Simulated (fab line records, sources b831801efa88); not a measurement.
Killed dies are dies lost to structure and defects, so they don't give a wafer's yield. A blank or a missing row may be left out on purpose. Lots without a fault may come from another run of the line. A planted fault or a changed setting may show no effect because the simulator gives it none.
fab line records | flow sky130 | part 2 of 2: steps 44 to 44 of 44
record lots=6 wafers=18 last_day=50
route steps=708 shown VIA2@527 METAL3@532 CAPM@537 PAD_OPEN@708
lots that met no fault: from a run of the same line without faults
start_h: hours from the record's first day to the start of the lot's first wafer shown | wait_h: hours since the lot's step before | " the same as in the row above | L1.1+2: a row that stands for several wafers | - no value, or no start given | * or withheld: withheld | < > ~ a bound
route shown NAME@n: a module of which the file shows steps, and the number in the route of the first | usual: mean/standard deviation of fault-free wafers | same: alike in all rows | chamber/n: place in a boat | sites: the reading at each site | _std_site: their standard deviation | _edge_site: outer sites' mean less inner sites' | radius_mm: how far each site lies from the wafer's centre | mask NAME#n: copy n | behind: the tool/chamber that last shaped the wafer | hold: why the lot was held/for how many hours/how that ended | device: the transistor (n, p or np) that didn't switch | end of line: the same wafers' tests at the end of the route | a step without rows: its recipe alone | killed: dies lost to structure and defects at the first sort, not the wafer's yield | map: a wafer's dies, x killed, . not, _ none there
set.NAME: the setting as run; set.NAME@STEP: as run at that earlier step | model.NAME: the simulator's own value behind a step, which no gauge read
lots at some steps of the route; a table a step, a row a wafer
services: from which hour (start_h, from the record's first day; less than 0 if before it) a tool's chamber was out of use, for how many hours, and why
## steps
# step SKY_PAD_OPEN_PROBE_99
# usual defect_limited_yield=82.5/1.7 killed_at_M0_to_M3=42/6.1 killed_at_M4_up=3.1/1.7 killed_at_contacts=24/5.5 killed_at_front_end=16/4.1 killed_at_other=0.3/0.57 killed_dies=86/8.2 killed_open=47/6.8 killed_short=38/5.8 sort_bin_3_pad_short=0.8/0.42 sort_bin_5_function=10.2/1.3 sort_bin_6_memory=6.4/1 sort_n_pass=406/8.2 sort_yield_pct=82.5/1.7
# same gross_dies=492 killed_at_back_side=0 sort_bin_4_leakage[%]=0 sort_bin_8_speed[%]=0
# columns lot.wafer tool chamber start_h wait_h defect_limited_yield[%] killed_at_M0_to_M3 killed_at_M4_up killed_at_contacts killed_at_front_end killed_at_other killed_dies killed_open killed_short sort_bin_3_pad_short[%] sort_bin_5_function[%] sort_bin_6_memory[%] sort_n_pass sort_yield_pct[%] model.etest.cap_mim.plate_ohm_sq model.etest.cap_mim.leak_log10_a_cm2
L539.1 prober-01 - 1095.60 0.1 82.7 48 1 20 16 0 85 50 35 0.6 10.6 6.1 407 82.7 6.027 -8.739
L539.5 prober-01 - 1095.80 0.2 79.1 51 7 27 18 0 103 51 52 1.2 13.8 5.9 389 79.1 6.001 -8.993
L539.6 prober-01 - 1095.85 0.2 82.3 41 2 27 17 0 87 47 40 0.8 10.6 6.3 405 82.3 6.111 -8.889
L541.1 prober-01 - 1112.01 0.1 83.1 31 3 31 18 0 83 49 34 0.8 11.0 5.1 409 83.1 5.942 -8.826
L541.2 prober-01 - 1112.06 0.1 82.1 49 4 23 12 0 88 43 45 1.0 10.6 6.3 404 82.1 5.834 -9.102
L541.5 prober-01 - 1112.21 0.2 85.0 33 3 23 15 0 74 42 32 0.6 9.8 4.7 418 85.0 6.015 -8.909
L550.2 prober-02 - 1156.28 0.1 80.9 51 3 24 16 0 94 50 44 0.6 12.0 6.5 398 80.9 5.828 -8.803
L550.3 prober-02 - 1156.33 0.2 80.9 50 2 24 18 0 94 55 39 0.8 12.6 5.7 398 80.9 6.61 -8.529
L550.5 prober-02 - 1156.43 0.2 82.3 39 2 31 14 1 87 53 34 0.6 10.4 6.7 405 82.3 5.876 -8.876
L552.3 prober-02 - 1164.93 0.2 82.7 39 6 21 19 0 85 51 34 0.6 9.8 6.9 407 82.7 6.807 -8.587
L552.4 prober-02 - 1164.98 0.2 80.3 49 4 25 18 1 97 61 35 0.4 10.4 8.9 395 80.3 6.064 -9.253
L552.6 prober-02 - 1165.08 0.2 84.6 29 2 28 17 0 76 41 34 0.8 8.5 6.1 416 84.6 6.666 -8.811
L554.2 prober-02 - 1176.54 0.1 82.5 44 1 28 13 0 86 48 38 0 9.6 7.9 406 82.5 5.977 -9.138
L554.3 prober-02 - 1176.59 0.2 81.1 49 5 26 13 0 93 43 49 1.0 10.8 7.1 399 81.1 6.033 -8.845
L554.6 prober-02 - 1176.74 0.2 84.1 40 2 16 20 0 78 40 38 0.4 9.8 5.7 414 84.1 5.976 -8.94
L557.2 prober-01 - 1189.95 0.1 85.2 40 3 18 11 1 73 36 37 0.4 8.3 6.1 419 85.2 6.038 -8.887
L557.4 prober-01 - 1190.05 0.2 83.1 40 2 25 16 0 83 45 37 0.6 9.6 6.7 409 83.1 6.051 -9.017
L557.5 prober-01 - 1190.10 0.2 80.5 46 1 22 27 0 96 45 51 1.8 10.6 7.1 396 80.5 6.018 -9.213
# killed by level:class
L539.1 VIA1:geometric_particle:open=14 VIA2:geometric_particle:open=9 VIA3:geometric_particle:open=5 LOCAL_INTERCONNECT:geometric_particle:short=5 POLY_GATE:geometric_particle:open=5 LI_CONTACT:geometric_particle:open=5 METAL1:geometric_particle:short=5 FIELD_ISO:geometric_particle:open=4
L539.5 VIA1:geometric_particle:open=12 VIA2:geometric_particle:open=10 LI_CONTACT:geometric_particle:open=9 POLY_GATE:geometric_particle:short=7 LOCAL_INTERCONNECT:geometric_particle:short=7 METAL1:geometric_particle:short=7 METAL2:geometric_particle:short=6 METAL4:geometric_particle:short=6
L539.6 VIA1:geometric_particle:open=10 CONTACT:geometric_particle:open=9 LI_CONTACT:geometric_particle:open=6 VIA2:geometric_particle:open=6 LOCAL_INTERCONNECT:geometric_particle:short=5 FIELD_ISO:geometric_particle:open=4 POLY_GATE:geometric_particle:short=4 METAL2:geometric_particle:short=4
L541.1 CONTACT:geometric_particle:open=13 VIA1:geometric_particle:open=10 LI_CONTACT:geometric_particle:open=9 POLY_GATE:geometric_particle:open=5 LOCAL_INTERCONNECT:geometric_particle:short=5 FIELD_ISO:geometric_particle:short=4 METAL2:geometric_particle:short=4 VIA1:geometric_particle:short=4
L541.2 VIA1:geometric_particle:open=10 VIA1:geometric_particle:short=9 CONTACT:geometric_particle:open=8 METAL1:geometric_particle:short=7 LI_CONTACT:geometric_particle:open=6 VIA3:geometric_particle:open=6 LOCAL_INTERCONNECT:geometric_particle:short=5 METAL3:geometric_particle:short=4
L541.5 VIA1:geometric_particle:open=12 CONTACT:geometric_particle:open=8 FIELD_ISO:geometric_particle:short=6 METAL1:geometric_particle:short=5 VIA3:geometric_particle:open=5 FIELD_ISO:geometric_particle:open=4 CONTACT:geometric_particle:short=4 VIA1:geometric_particle:short=4
L550.2 LI_CONTACT:geometric_particle:open=12 VIA3:geometric_particle:open=12 METAL2:geometric_particle:short=10 VIA2:geometric_particle:short=9 CONTACT:geometric_particle:open=7 VIA1:geometric_particle:open=7 FIELD_ISO:geometric_particle:open=5 FIELD_ISO:geometric_particle:short=4
L550.3 VIA1:geometric_particle:open=12 LI_CONTACT:geometric_particle:open=11 CONTACT:geometric_particle:open=8 VIA3:geometric_particle:short=7 FIELD_ISO:geometric_particle:open=6 VIA1:geometric_particle:short=5 VIA2:geometric_particle:open=5 METAL2:geometric_particle:short=5
L550.5 CONTACT:geometric_particle:open=12 VIA1:geometric_particle:open=11 LI_CONTACT:geometric_particle:open=8 VIA3:geometric_particle:open=8 LOCAL_INTERCONNECT:geometric_particle:short=7 FIELD_ISO:geometric_particle:short=6 VIA2:geometric_particle:open=6 CONTACT:geometric_particle:short=4
L552.3 VIA1:geometric_particle:open=15 LI_CONTACT:geometric_particle:open=7 CONTACT:geometric_particle:open=6 VIA3:geometric_particle:open=6 LOCAL_INTERCONNECT:geometric_particle:short=5 VIA1:geometric_particle:short=5 VIA2:geometric_particle:open=5 METAL4:geometric_particle:short=5
L552.4 VIA1:geometric_particle:open=22 CONTACT:geometric_particle:open=11 FIELD_ISO:geometric_particle:short=7 LOCAL_INTERCONNECT:geometric_particle:short=5 VIA3:geometric_particle:open=5 VIA2:geometric_particle:open=5 CONTACT:geometric_particle:short=4 FIELD_ISO:geometric_particle:open=3
L552.6 LI_CONTACT:geometric_particle:open=8 CONTACT:geometric_particle:open=7 VIA1:geometric_particle:open=6 LOCAL_INTERCONNECT:geometric_particle:short=5 POLY_GATE:geometric_particle:short=4 POLY_GATE:geometric_particle:open=4 METAL2:geometric_particle:short=4 VIA2:geometric_particle:short=4
L554.2 VIA2:geometric_particle:open=12 LI_CONTACT:geometric_particle:open=10 VIA1:geometric_particle:open=10 LI_CONTACT:geometric_particle:short=6 CONTACT:geometric_particle:short=6 VIA1:geometric_particle:short=5 VIA3:geometric_particle:open=5 FIELD_ISO:geometric_particle:short=4
L554.3 VIA1:geometric_particle:open=9 METAL1:geometric_particle:short=8 CONTACT:geometric_particle:short=8 VIA2:geometric_particle:open=8 VIA3:geometric_particle:open=7 LI_CONTACT:geometric_particle:open=6 CONTACT:geometric_particle:open=6 FIELD_ISO:geometric_particle:short=4
L554.6 CONTACT:geometric_particle:open=8 METAL2:geometric_particle:short=6 VIA3:geometric_particle:open=5 VIA2:geometric_particle:open=5 FIELD_ISO:geometric_particle:short=4 VIA1:geometric_particle:open=4 POLY_GATE:geometric_particle:open=4 LI_CONTACT:geometric_particle:open=4
L557.2 METAL1:geometric_particle:short=10 LI_CONTACT:geometric_particle:open=7 VIA1:geometric_particle:open=6 VIA2:geometric_particle:open=6 VIA3:geometric_particle:open=5 CONTACT:geometric_particle:short=4 CONTACT:geometric_particle:open=4 FIELD_ISO:geometric_particle:short=3
L557.4 VIA1:geometric_particle:open=10 LI_CONTACT:geometric_particle:open=9 FIELD_ISO:geometric_particle:short=7 CONTACT:geometric_particle:open=7 VIA2:geometric_particle:open=7 CONTACT:geometric_particle:short=5 VIA2:geometric_particle:short=5 VIA3:geometric_particle:open=5
L557.5 POLY_GATE:geometric_particle:short=10 VIA3:geometric_particle:open=9 FIELD_ISO:geometric_particle:short=8 METAL2:geometric_particle:short=8 LI_CONTACT:geometric_particle:open=7 VIA1:geometric_particle:open=7 LOCAL_INTERCONNECT:geometric_particle:short=5 CONTACT:geometric_particle:open=5
## services
# columns tool chamber start_h hours kind
rie_metal-01 - 854.96 2.8 pm
rie_diel-01 3 862.63 4.5 repair
pecvd-04 0 870.73 10.1 repair
pvd_sputter-02 - 887.66 3.5 repair
rie_diel-01 2 903.86 1.9 repair
cvd_w-02 - 904.06 14.0 pm
pvd_sputter-03 - 912.59 0.9 repair
pvd_sputter-03 - 920.81 3.0 repair
cvd_w-01 1 921.26 8.4 repair
pvd_sputter-04 - 921.56 5.2 repair
wet_bench-02 - 933.72 79.0 pm
rie_diel-01 0 935.75 3.9 repair
rie_diel-01 1 944.59 4.1 repair
pvd_sputter-01 - 962.25 1.6 repair
rie_diel-01 1 965.38 9.6 repair
pvd_sputter-02 - 975.97 0.8 repair
pvd_sputter-01 - 979.80 2.3 repair
pvd_sputter-03 - 981.53 1.4 repair
pvd_sputter-04 - 992.72 8.0 repair
rie_diel-03 2 1012.11 2.4 repair
rie_diel-01 2 1016.31 5.4 repair
pecvd-04 - 1018.08 2.8 pm
rie_metal-03 - 1021.09 1.5 repair
cvd_w-01 - 1033.14 1.9 repair
## key
first_sign step=SKY_CAPM_RS_MEAS_03 reading=CAPM_TIN_RS direction=up sigmas=8.2 usual=6.92 struck=7.72
effect step=SKY_CAPM_THK_MEAS_04 reading=CAPM_TIN_THK direction=down sigmas=7.1 usual=193.9 struck=173.8
effect step=SKY_CAPM_METAL_ETCH_13 reading=oes_product_au direction=down sigmas=6.6 usual=0.941 struck=0.882
model_effect step=SKY_CAPM_SPUTTER_02 value=TiN_of_CAPM_SPUTTER_02.thk_nm without=198.1 struck=179.7
model_effect step=SKY_METAL3_STRIP_20 value=TiN_of_CAPM_SPUTTER_02.thk_nm without=197.3 struck=178.8
model_effect step=SKY_PAD_OPEN_PROBE_99 value=etest.cap_mim.plate_ohm_sq without=6.072 struck=6.694
met_at SKY_CAPM_SPUTTER_02
struck_wafers L550.3,L552.3,L552.6
onset_between 894.96 951.90
fault kind=process_parameter_drift tool=pvd_sputter-02 chamber=- onset_h=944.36 steps=SKY_CAPM_SPUTTER_02 channel=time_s offset=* shape=step end_h=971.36 scope=struck_wafers_only acts_in=* stated=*
